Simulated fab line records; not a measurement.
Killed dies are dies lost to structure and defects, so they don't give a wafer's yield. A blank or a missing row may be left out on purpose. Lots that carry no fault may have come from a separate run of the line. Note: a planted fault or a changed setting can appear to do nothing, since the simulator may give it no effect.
Lot-split experiment | flow sfq-line | 23 wafers read across 5 lots, on a route 325 steps long

== THE SPLIT ==
At SFQ_TRILAYER_I4_VIA_LITHO_COAT_108 (resist thk 62 nm), the setting spin-rpm was moved away from the recipe's 3000 rpm on 11 of the 23 wafers read, by -7.4% to +7.2%. This setting was run at the recipe's value on the other wafers.

The split's own step is where the reading is taken.

== THE READING ==
BARC_of_TRILAYER_I4_VIA_LITHO_COAT_108.thk-nm (the simulator's own value, which no gauge read), in nm, at SFQ_TRILAYER_I4_VIA_LITHO_COAT_108 (resist thk 62 nm). The file does not state a usual value for it. Across the 12 wafers here that went through the recipe, the average is 62.04 nm and the standard deviation 0.27 nm.

wafer  | tool, chamber at the split | spin-rpm as run, rpm | against the recipe | BARC_of_TRILAYER_I4_VIA_LITHO_COAT_108.thk-nm, nm | against lot-mates on the recipe
L075.1 | litho-track-02, 0          | 3000                 | recipe             | 61.87                                             | -
L075.2 | litho-track-02, 0          | 3217                 | +7.2%              | 59.72                                             | -2.16
L075.3 | litho-track-02, 0          | 3217                 | +7.2%              | 59.83                                             | -2.05
L075.5 | litho-track-02, 0          | 3217                 | +7.2%              | 59.87                                             | -2.01
L075.6 | litho-track-02, 0          | 3000                 | recipe             | 61.88                                             | -
L077.1 | litho-track-01, 0          | 3000                 | recipe             | 61.9                                              | -
L077.3 | litho-track-01, 0          | 2778                 | -7.4%              | 64.31                                             | +2.40
L077.4 | litho-track-01, 0          | 3000                 | recipe             | 61.91                                             | -
L077.5 | litho-track-01, 0          | 2778                 | -7.4%              | 64.58                                             | +2.67
L077.6 | litho-track-01, 0          | 3000                 | recipe             | 61.92                                             | -
L078.1 | litho-track-02, 0          | 3000                 | recipe             | 62.39                                             | -
L078.5 | litho-track-02, 0          | 3000                 | recipe             | 62.55                                             | -
L078.6 | litho-track-02, 0          | 3000                 | recipe             | 62.49                                             | -
L079.2 | litho-track-04, 0          | 3000                 | recipe             | 61.72                                             | -
L079.3 | litho-track-04, 0          | 3211                 | +7.0%              | 59.55                                             | -2.17
L079.4 | litho-track-04, 0          | 3211                 | +7.0%              | 59.72                                             | -2.00
L079.5 | litho-track-04, 0          | 3000                 | recipe             | 61.73                                             | -
L079.6 | litho-track-04, 0          | 3211                 | +7.0%              | 59.8                                              | -1.92
L080.1 | litho-track-04, 0          | 2848                 | -5.1%              | 63.64                                             | +1.58
L080.2 | litho-track-04, 0          | 3000                 | recipe             | 62.09                                             | -
L080.3 | litho-track-04, 0          | 2848                 | -5.1%              | 63.63                                             | +1.57
L080.4 | litho-track-04, 0          | 2848                 | -5.1%              | 63.79                                             | +1.73
L080.5 | litho-track-04, 0          | 3000                 | recipe             | 62.03                                             | -

FIT RESULTS
A straight line over all 23 wafers: BARC_of_TRILAYER_I4_VIA_LITHO_COAT_108.thk-nm changes by -0.323 nm for each +1% of spin-rpm; r = -0.99; the points scatter about the line by 0.22 nm.
The same after taking each lot's own level away (the mean of its wafers on the recipe; 23 wafers): -0.307 nm for each +1%; r = -1.00; scatter 0.11 nm.
Per that fit: largest spin-rpm move, reading shift of 2.3 nm.
The span of the lots' own levels, 61.725 to 62.477 nm, comes to 2.8 times the standard deviation stated above.
Hence the lot-to-lot level has little effect on the slope; both slopes agree.
Check: +2.33 nm against its lot-mates is what the line predicts for one of the wafers moved furthest among these (-7.4%) when that wafer is left out of the fit. Against them it came out at +2.4 nm.

== OTHER SPLITS APPLIED TO THESE WAFERS ==
These wafers also went through other splits before the reading. Each is held against what the fit with the lots' levels taken away leaves over:
other split on the same wafers                   | wafers away from the commonest value | r with BARC_of_TRILAYER_I4_VIA_LITHO_COAT_108.thk-nm (lot level and that fit taken away)
SFQ_TRILAYER_M3_LITHO_PEB_078 peb-temp-c         | 11                                   | -0.18
SFQ_TRILAYER_M3_ETCH_METAL_ETCH_078 icp-w        | 5                                    | -0.12
SFQ_TRILAYER_I3_VIA_LITHO_COAT_085 resist-thk-nm | 7                                    | +0.23
SFQ_TRILAYER_M4_LITHO_COAT_093 resist-thk-nm     | 10                                   | +0.14

== FILE'S OWN FIT ==
BARC_of_TRILAYER_I4_VIA_LITHO_COAT_108.thk-nm changes by -0.309 nm for each +1% of spin-rpm, r = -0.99.
